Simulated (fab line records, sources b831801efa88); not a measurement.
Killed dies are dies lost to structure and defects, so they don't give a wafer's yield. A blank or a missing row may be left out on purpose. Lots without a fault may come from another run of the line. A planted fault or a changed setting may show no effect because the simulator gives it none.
A struck lot beside a sound one | flow gf180mcu | 37 steps out of a route of 602
Sound: wafers L291.1, L291.3, L291.5. Struck: wafers L299.2, L299.5. (L299.1 of the same lot was not struck and is left out.) The cause comes at the end.
At each step with rows: each side's tool, then ch and its chambers, then its first start. Under that, the readings that differ: sound wafers | struck wafers | difference of the means | sigmas: that difference in standard deviations of wafers without a fault.
alike: readings whose means differ by less than 2 such deviations, and words and numbers that are the same on both sides. not compared: withheld readings, readings that some wafer has no value for, bounds like >300 that may hide the same value, and numbers for which the record gives no deviation and whose values overlap.
The two part at a step that has a row with sigmas, a row that says differs or no value, or rows on one side only. Numbers that don't overlap but have no deviation are shown without sigmas and don't part them. A reading that every wafer of one side lacks parts them only if that side has two wafers or more.

first, 2 steps without rows for these wafers: GF_M3_PEB_12 (peb time 90 s); GF_M3_DEVELOP_13 (develop time 60 s).
GF_M3_CD_MEAS_14: target cd 280 nm.
  sound on cd_sem-02, day 21 18:40; struck on cd_sem-02, day 24 23:43
  alike: cd_nm
GF_M3_OVL_MEAS_15:
  sound on overlay-01, day 21 18:47; struck on overlay-01, day 24 23:50
  reading     | sound | struck | difference | sigmas
  M3_OVL (nm) | 5 3 7 | -4 -7  | -10        | -2
GF_M3_METAL_ETCH_16: etches the open film in Cl2/BCl3, stops on SiO2, target depth 750.8 nm, time 125.1 s.
  sound on rie_metal-01 ch 0,1, day 21 18:49; struck on rie_metal-01 ch 0, day 24 23:52
  alike: drypump_motor_current_A, oes_product_au, throttle_valve_pct
  not compared: rf_hours_counter_h
then, 4 steps without rows for these wafers: GF_M3_STRIP_17 (strips in O2/N2); GF_M3_STRIP_18 (strips in post etch residue remover, time 1200 s); GF_M3_CLEAN_19 (cleans in DIW); GF_V3_CVD_00 (deposits SiO2, target thk 600 nm, time 100 s).
GF_V3_THK_MEAS_01:
  sound on film_metro-03, day 21 19:33; struck on film_metro-01, day 25 00:37
  alike: V3_CVD_00_THK
then, 1 step without rows for these wafers: GF_V3_CVD_02 (deposits SiO2 from TEOS, target thk 850 nm, time 94.851 s).
GF_V3_THK_MEAS_03:
  sound on film_metro-01, day 21 19:41; struck on film_metro-04, day 25 00:44
  alike: V3_CVD_02_THK
GF_V3_CMP_04: polishes SiO2.
  sound on cmp-02 ch 1,2, day 21 19:44; struck on cmp-01 ch 0, day 25 02:26
  reading                             | sound             | struck      | difference | sigmas
  time_to_endpoint_s (s)              | 85 85 85          | 62 61       | -24        | -5
  model.SiO2_of_V3_CVD_02.thk_nm (nm) | 632.1 632.6 632.3 | 697.1 697.2 | +64.8      |
  alike: motor_current_A
GF_V3_BOW_MEAS_05:
  sound on film_metro-03, day 21 20:02; struck on film_metro-01, day 25 02:41
  alike: V3_BOW
then, 8 steps without rows for these wafers: GF_V3_DEHYDRATE_06 (time 60 s); GF_V3_HMDS_07 (prime time 60 s); GF_V3_COAT_08; GF_V3_COAT_09 (resist thk 1000 nm); GF_V3_SOFTBAKE_10 (time 60 s); GF_V3_EXPOSE_11 (exposes mask Via3, target cd 260 nm); GF_V3_PEB_12 (peb time 90 s); GF_V3_DEVELOP_13 (develop time 60 s).
GF_V3_CD_MEAS_14: target cd 260 nm.
  sound on cd_sem-01, day 22 19:47; struck on cd_sem-02, day 26 00:11
  alike: cd_nm
GF_V3_OVL_MEAS_15:
  sound on overlay-01, day 22 19:55; struck on overlay-02, day 26 00:19
  alike: V3_OVL
GF_V3_ETCH_16: etches BARC in N2/H2.
  sound on rie_diel-03 ch 0,2,3, day 22 19:57; struck on rie_diel-01 ch 0,2, day 26 00:20
  alike: drypump_motor_current_A, oes_product_au, throttle_valve_pct
GF_V3_ETCH_17: etches SiO2 in C4F8/O2/Ar, stops on TiN, target depth 635 nm.
  sound on rie_diel-03 ch 0,2,3; struck on rie_diel-01 ch 0,2
  reading                        | sound             | struck      | difference | sigmas
  oes_product_au (a.u.)          | 0.853 0.857 0.853 | 0.898 0.904 | +0.047     | +12
  model.V3.feature_depth_nm (nm) | 632.1 632.6 632.3 | 697.2 697.2 | +64.9      |
  model.etch.depth_nm (nm)       | 632.1 632.6 632.3 | 697.1 697.2 | +64.8      |
GF_V3_STRIP_18: strips in O2/N2.
  sound on plasma_asher-02 ch 0,1, day 22 20:04; struck on plasma_asher-04 ch 0, day 26 00:28
  alike: drypump_motor_current_A, heater_power_w, oes_product_au
  not compared: rf_hours_counter_h
then, 4 steps without rows for these wafers: GF_V3_STRIP_19 (strips in post etch residue remover, time 1200 s); GF_V3_CLEAN_20 (cleans in DIW); GF_V3_SPUTTER_21 (material Ti, target thk 15 nm, time 80.02 s); GF_V3_SPUTTER_22 (material TiN, target thk 10 nm, time 40 s).
GF_V3_CVD_23: deposits W, target thk 350 nm, time 104.9 s.
  sound on cvd_w-02 ch 0,1, day 22 20:43; struck on cvd_w-01 ch 0,1, day 26 01:09
  alike: chamber_pressure_Torr, heater_power_w
GF_V3_RS_MEAS_24: measures by four-point-probe.
  sound on film_metro-01, day 22 20:49; struck on film_metro-03, day 26 01:16
  alike: V3_W_RS
GF_V3_THK_MEAS_25: measures by xrf.
  sound on film_metro-01, day 22 20:56; struck on film_metro-03, day 26 01:23
  alike: V3_W_THK
GF_V3_CMP_26: polishes, stops on SiO2, t overpolish 15 s, target thk 0 nm.
  sound on cmp-01 ch 0,1, day 22 21:12; struck on cmp-02 ch 1,3, day 26 01:32
  reading                             | sound             | struck      | difference | sigmas
  model.SiO2_of_V3_CVD_02.thk_nm (nm) | 628.3 628.8 628.5 | 693.4 693.4 | +64.9      |
  alike: motor_current_A
GF_M4_SPUTTER_00: material Ti, target thk 37.5 nm, time 150 s.
  sound on pvd_sputter-01, day 22 21:30; struck on pvd_sputter-01, day 26 01:50
  alike: throttle_valve_pct
-- the record jumps here: 6 days lie between the struck wafers' starts before and after (it left off in module M4 and takes up again in module PASSIVATION, whose first step shown is number 602 of the route) --
GF_PASSIVATION_PROBE_99:
  the record has rows for the struck wafers here (prober-01, day 32 04:14) and none for the sound ones

WHERE THEY PART
First at GF_M3_OVL_MEAS_15; last, within this record, at GF_PASSIVATION_PROBE_99.

WHY: what the simulator had put in
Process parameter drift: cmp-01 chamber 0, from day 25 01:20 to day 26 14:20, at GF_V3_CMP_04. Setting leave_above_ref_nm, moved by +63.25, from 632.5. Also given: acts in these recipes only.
